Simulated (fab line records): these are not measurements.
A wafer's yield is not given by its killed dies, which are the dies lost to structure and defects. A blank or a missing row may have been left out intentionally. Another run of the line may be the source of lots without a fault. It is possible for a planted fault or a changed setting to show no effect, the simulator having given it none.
Matching of chambers | flow gf180mcu | cmp-02 running GF_V2_CMP_26: 4 sister chambers
The step polishes, stops on SiO2, t overpolish 15 s, target thk 0 nm. 27 wafers are shown with their chamber, then 12 later ones without.

WAFERS PAIRED WITH THEIR CHAMBERS
wafer  | chamber | motor-current-A (A) | time-to-endpoint-s (s) | overpolish-run-s (s)
L074.1 | 3       | 9.4                 | 88.2                   | 15.001
L074.4 | 0       | 10.7                | 79.6                   | 15.008
L074.5 | 2       | 10.4                | 84.6                   | 14.999
L075.1 | 0       | 10.3                | 85.9                   | 14.995
L075.2 | 3       | 9.1                 | 82.1                   | 15.018
L075.3 | 1       | 12.3                | 86.0                   | 14.986
L079.1 | 1       | 12.1                | 86.5                   | 15.003
L079.2 | 3       | 9.2                 | 85.8                   | 14.989
L079.3 | 0       | 10.4                | 86.9                   | 15.005
L081.1 | 1       | 12.1                | 82.0                   | 14.991
L081.3 | 2       | 10.3                | 83.5                   | 15.005
L081.5 | 3       | 9.5                 | 82.6                   | 14.989
L083.3 | 1       | 11.2                | 81.9                   | 15.005
L083.4 | 2       | 10.4                | 85.7                   | 15.005
L083.6 | 0       | 10.1                | 81.2                   | 15.009
L085.2 | 3       | 9.3                 | 83.3                   | 14.997
L085.5 | 0       | 10.6                | 83.7                   | 15.009
L085.6 | 3       | 9.6                 | 85.6                   | 15.006
L087.1 | 0       | 10.5                | 81.8                   | 14.991
L087.5 | 2       | 10.1                | 89.9                   | 15.004
L087.6 | 1       | 11.4                | 86.5                   | 14.984
L088.1 | 2       | 10.7                | 87.0                   | 14.997
L088.2 | 1       | 11.3                | 82.3                   | 15.005
L088.4 | 0       | 10.4                | 85.9                   | 14.981
L089.1 | 2       | 10.5                | 91.2                   | 14.991
L089.2 | 3       | 9.5                 | 90.5                   | 15.004
L089.3 | 0       | 9.8                 | 88.3                   | 15.001

SIGNATURES (averages over the wafers above)
reading            | chamber 0 | chamber 1 | chamber 2 | chamber 3 | scatter within a chamber
motor-current-A    | 10.350    | 11.733    | 10.400    | 9.371     | 0.306
time-to-endpoint-s | 84.162    | 84.200    | 86.983    | 85.443    | 2.92
overpolish-run-s   | 14.99987  | 14.99567  | 15.00017  | 15.00057  | 0.00928
Rule: a wafer's distance from a chamber is the root of the sum, over the readings, of the square of ((its reading less the chamber's mean) divided by the reading's scatter). The wafer belongs to the nearest chamber; if the next one is less than 2 further off, it can't be placed. The scatter is the square root of a quotient: the sum, over the shown wafers, of each reading's squared deviation from its chamber's mean, divided by wafers minus chambers.

WAFERS WITH NO CHAMBER GIVEN
wafer  | motor-current-A (A) | time-to-endpoint-s (s) | overpolish-run-s (s)
L090.1 | 11.9                | 82.8                   | 14.990
L090.4 | 10.4                | 83.0                   | 14.999
L090.6 | 9.0                 | 86.2                   | 14.987
L091.2 | 10.5                | 81.5                   | 15.007
L091.3 | 11.9                | 82.3                   | 14.995
L091.6 | 9.6                 | 82.6                   | 15.001
L095.1 | 9.6                 | 91.3                   | 15.013
L095.5 | 10.6                | 90.3                   | 15.001
L095.6 | 12.5                | 85.8                   | 14.996
L097.2 | 10.4                | 87.4                   | 14.999
L097.4 | 11.4                | 85.2                   | 14.994
L097.5 | 11.6                | 82.0                   | 14.991

WHICH CHAMBER EACH ONE RAN IN
wafer  | from the rows above          | in truth
L090.1 | 1                            | 1
L090.4 | can't be placed: 0 or 2      | 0
L090.6 | 3                            | 3
L091.2 | can't be placed: 0 or 2      | 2
L091.3 | 1                            | 1
L091.6 | can't be placed: 3 or 0 or 2 | 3
L095.1 | can't be placed: 3 or 2 or 0 | 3
L095.5 | can't be placed: 2 or 0      | 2
L095.6 | 1                            | 1
L097.2 | can't be placed: 2 or 0      | 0
L097.4 | 1                            | 1
L097.5 | 1                            | 1
Placed correctly: 6 of 12. Not placeable from these rows: 6 (in 6, the candidates include the true chamber). Wrongly placed: 0.
